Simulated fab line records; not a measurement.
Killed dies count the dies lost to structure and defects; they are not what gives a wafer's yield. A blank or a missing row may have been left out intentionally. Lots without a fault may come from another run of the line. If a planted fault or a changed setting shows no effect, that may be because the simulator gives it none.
Split-lot trial	flow gf180mcu	5 lots, 23 wafers read, on a route of 602 steps

## SPLIT DETAILS
At GF_POLY_GATE_PEB_08 (peb time 90 s), the setting peb time s was moved away from the recipe's 90 s on 11 of the 23 wafers read, by -13.8% to +11.7%. The other wafers ran this setting at the recipe's value.

## SPLIT TO READING: what lies between them in the file, 1 step
- GF_POLY_GATE_DEVELOP_09: develop time 60 s

## THE READING
Shown in nm: cd nm at GF_POLY_GATE_CD_MEAS_10, with target cd 280 nm. Typical for fault-free wafers on this fab line: 279.3 nm, with standard deviation 1.4 nm.

wafer	tool, chamber at the split	peb time s as run, s	against the recipe	cd nm, nm	against lot-mates on the recipe
L077.1	litho track-01, 0	90	recipe	280.0	-
L077.2	litho track-01, 0	100.5	+11.7%	278.0	-1.9
L077.3	litho track-01, 0	100.5	+11.7%	277.0	-2.9
L077.5	litho track-01, 0	90	recipe	279.7	-
L077.6	litho track-01, 0	100.5	+11.7%	276.9	-3.0
L078.1	litho track-02, 0	90	recipe	279.9	-
L078.2	litho track-02, 0	99.59	+10.7%	277.3	-3.1
L078.3	litho track-02, 0	90	recipe	280.8	-
L078.5	litho track-02, 0	99.59	+10.7%	277.5	-2.9
L078.6	litho track-02, 0	99.59	+10.7%	276.0	-4.4
L079.1	litho track-02, 0	90	recipe	280.6	-
L079.4	litho track-02, 0	90	recipe	280.2	-
L079.6	litho track-02, 0	90	recipe	279.2	-
L082.1	litho track-02, 0	90	recipe	279.8	-
L082.2	litho track-02, 0	77.55	-13.8%	282.7	+2.9
L082.3	litho track-02, 0	90	recipe	280.9	-
L082.5	litho track-02, 0	77.55	-13.8%	282.5	+2.7
L082.6	litho track-02, 0	90	recipe	278.8	-
L084.1	litho track-01, 0	90	recipe	277.2	-
L084.2	litho track-01, 0	90	recipe	277.7	-
L084.4	litho track-01, 0	84.35	-6.3%	279.2	+1.8
L084.5	litho track-01, 0	84.35	-6.3%	281.0	+3.6
L084.6	litho track-01, 0	84.35	-6.3%	279.4	+1.9

THE FIT
A straight line over all 23 wafers: cd nm changes by -0.2 nm for each +1% of peb time s; r = -0.83; the points scatter about the line by 1 nm.
The same after taking each lot's own level away (the mean of its wafers on the recipe; 23 wafers): -0.257 nm for each +1%; r = -0.93; scatter 0.79 nm.
That fit puts the effect of the largest move of peb time s on the reading at 3.5 nm.
From 277.45 to 280.35 nm: that is the span of the lots' own levels, equal to 2.1 times the standard deviation above.
Thus the slope moves with the lot-to-lot level: the two fits are different.
Check: with one of the wafers moved furthest among these (-13.8%) left out of the fit, the line predicts +3.75 nm for it against its lot-mates. It came out at +2.87 nm against them.

## THE WHOLE CHAIN: every reading that the file lists as answering this split, in the file's order
step	what it does	reading	change (the file's fit)	r (the file's)
GF_POLY_GATE_CD_MEAS_10	target cd 280 nm	cd nm	-0.248 nm for each +1% of the setting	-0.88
GF_POLY_GATE_ETCH_12	etches BARC in N2/H2	POLY_GATE.cd nm (the simulator's own value, which no gauge read)	-0.251 nm for each +1% of the setting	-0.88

## FILE'S OWN FIT
cd nm changes by -0.248 nm for each +1% of peb time s, r = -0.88.
